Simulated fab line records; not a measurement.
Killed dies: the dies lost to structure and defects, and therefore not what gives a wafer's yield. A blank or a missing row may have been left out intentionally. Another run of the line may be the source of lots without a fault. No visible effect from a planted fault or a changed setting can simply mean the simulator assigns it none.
The tool behind it: which one? || flow gf180mcu || 7 lots (21 wafers sampled), 1 step of a 602-step route

## WHAT THE GAUGES SHOWED, per wafer
GF_HV_LDD_TW_MEAS_11.
{"lot": "L344", "measured": "day 10 04:51", "on": "film metro-04", "HV_LDD_TW": "2391 2374 2386"}
{"lot": "L346", "measured": "day 11 00:50", "on": "film metro-04", "HV_LDD_TW": "2387 2379 2382"}
{"lot": "L348", "measured": "day 11 12:58", "on": "film metro-02", "HV_LDD_TW": "2396 2403 2398"}
{"lot": "L359", "measured": "day 15 00:06", "on": "film metro-01", "HV_LDD_TW": "2373 2379 2385"}
{"lot": "L361", "measured": "day 15 08:04", "on": "film metro-02", "HV_LDD_TW": "2404 2402 2386"}
{"lot": "L363", "measured": "day 16 10:21", "on": "film metro-02", "HV_LDD_TW": "2390 2398 2400"}
{"lot": "L365", "measured": "day 16 18:25", "on": "film metro-02", "HV_LDD_TW": "2400 2409 2412"}

## EACH LOT AND THE TOOL THAT RAN IT (in order: tool; ch and the chambers of the sampled wafers; start)
There is no process step in the record ahead of these readings.

## THE ANSWER, worked out from the rows above alone
Rule: usual is defined by the lots themselves. The widest of any qualifying gaps counts: lots, ordered by their means at a reading, are off when they make up no more than a third of the lots, leave a main group of 4 or more, and stand apart from it by 3 or more times the standard deviation of that group's means. If all means in a main group match to the digits the tables above print for the reading, that group is not used. Also off: a lot with no number at a reading for which 4 or more lots have one. The other lots that the step has rows for count as sound.
Nothing can be told from this: no lot is off at any reading shown.

## WHAT WAS PUT IN BY THE SIMULATOR
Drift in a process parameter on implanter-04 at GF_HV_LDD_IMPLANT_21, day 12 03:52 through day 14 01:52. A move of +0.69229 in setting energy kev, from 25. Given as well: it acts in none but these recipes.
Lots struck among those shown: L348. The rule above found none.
